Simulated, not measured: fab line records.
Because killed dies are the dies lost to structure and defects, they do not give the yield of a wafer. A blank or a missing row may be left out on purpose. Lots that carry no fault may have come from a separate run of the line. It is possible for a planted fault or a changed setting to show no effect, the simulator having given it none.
A lot that was struck, set against a sound lot || flow sky130 || 16 steps out of a route of 708
Sound: the wafers L319.1, L319.5, L319.6. Struck: wafer L325.5 (L325.1, L325.6, from the same lot, were not struck and are left out); the cause is given at the end.
At each step with rows: each side's tool, then ch and its chambers, then its first start. Under that, the readings that differ: sound wafers || struck wafers || difference of the means || sigmas: that difference in standard deviations of wafers without a fault.
alike: same words and numbers on both sides, and readings whose means sit less than 2 such deviations apart. not compared: any withheld reading, any reading some wafer has no value for, any bound like >300 that may hide the same value, and any number with overlapping values for which the record gives no deviation.
A row with sigmas, a row that says differs or no value, or rows on one side alone: a step with any of these is where the two part. Non-overlapping numbers with no deviation appear without sigmas and do not part them. A reading that every wafer of one side lacks parts them only if that side has two wafers or more.

SKY_METAL5_SPUTTER_03: material Ti, target thk 5 nm, time 3.408 s.
  sound: pvd-sputter-03 at day 43 14:55; struck: pvd-sputter-03 at day 45 10:54
  alike: throttle-valve-pct
SKY_METAL5_SPUTTER_04: material TiN, target thk 70 nm, time 58.3 s.
  sound: pvd-sputter-03 at day 43 14:56; struck: pvd-sputter-03 at day 45 10:55
  alike: throttle-valve-pct
SKY_METAL5_RS_MEAS_05: measurement is done with a four-point probe.
  sound: film-metro-02 at day 43 14:59; struck: film-metro-02 at day 45 10:58
  alike: METAL5_ALCU_RS
SKY_METAL5_THK_MEAS_06: measures by xrf.
  sound: film-metro-02 at day 43 15:07; struck: film-metro-02 at day 45 11:05
  alike: METAL5_ALCU_THK
then, 7 steps without rows for these wafers: SKY_METAL5_DEHYDRATE_07 (time 60 s); SKY_METAL5_HMDS_08 (prime time 60 s); SKY_METAL5_COAT_09 (resist thk 1800 nm); SKY_METAL5_SOFTBAKE_10 (time 60 s); SKY_METAL5_EXPOSE_11 (exposes mask MM5, target cd 1600 nm); SKY_METAL5_PEB_12; SKY_METAL5_DEVELOP_13 (develop time 60 s).
SKY_METAL5_DESCUM_14: chemistry O2, time 11 s.
  sound on rie-metal-03 ch 0,1, day 44 12:57; struck on rie-metal-04 ch 0, day 46 07:48
  alike: drypump-motor-current-A, oes-product-au
  not compared: rf-hours-counter-h
SKY_METAL5_METAL_ETCH_15: etches the open film in Cl2/BCl3, stops on SiO2, target depth 1260 nm, time 252 s.
  sound on rie-metal-03 ch 0,1, day 44 12:59; struck on rie-metal-04 ch 0, day 46 07:50
{"reading": "oes-product-au (a.u.)", "sound": "0.893 0.889 0.891", "struck": 0.848, "difference": -0.043, "sigmas": -9}
{"reading": "over-etch-frac", "sound": "0.2 0.2 0.2", "struck": 0.32649, "difference": "+0.12649", "sigmas": ""}
{"reading": "model.NOVOLAK_of_METAL5_COAT_09.thk-nm (nm)", "sound": "1057 1043 1063", "struck": 987.8, "difference": -66.5, "sigmas": ""}
  alike: drypump-motor-current-A, throttle-valve-pct
  not compared: rf-hours-counter-h
SKY_METAL5_STRIP_16: strips in O2/N2.
  sound on plasma-asher-03 ch 0,1, day 44 13:13; struck on plasma-asher-01 ch 0, day 46 08:04
{"reading": "drypump-motor-current-A (A)", "sound": "5.0 6.0 5.1", "struck": 6.3, "difference": "+0.9", "sigmas": "+2"}
{"reading": "oes-product-au (a.u.)", "sound": "0.712 0.715 0.715", "struck": 0.704, "difference": -0.010, "sigmas": -2}
{"reading": "strip-time-to-endpoint-s (s)", "sound": "13.31 13.18 13.36", "struck": 12.59, "difference": -0.69, "sigmas": -3}
  not compared: rf-hours-counter-h
then, 1 step without rows for these wafers: SKY_METAL5_STRIP_17 (strips in post etch residue remover, time 1200 s).
SKY_PAD_OPEN_PROBE_99:
  sound: prober-01 at day 46 12:13; struck: prober-01 at day 48 04:37
{"reading": "sort_bin_5_function (%)", "sound": "11.4 10.6 11.8", "struck": 8.3, "difference": -3.0, "sigmas": -2}
  alike: defect-limited-yield, killed_at_M0_to_M3, killed_at_M4_up, killed-at-contacts, killed-at-front-end, killed-at-other, killed-dies, killed-open, killed-short, sort_bin_3_pad_short, sort_bin_6_memory, sort-n-pass, sort-yield-pct

WHERE THEY PART
First at SKY_METAL5_METAL_ETCH_15; last, within this record, at SKY_PAD_OPEN_PROBE_99.

WHY: whatever the simulator had introduced
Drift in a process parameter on rie-metal-04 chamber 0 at SKY_METAL5_METAL_ETCH_15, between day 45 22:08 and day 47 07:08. From 0.2, the setting over-etch-frac moved by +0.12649. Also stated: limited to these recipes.
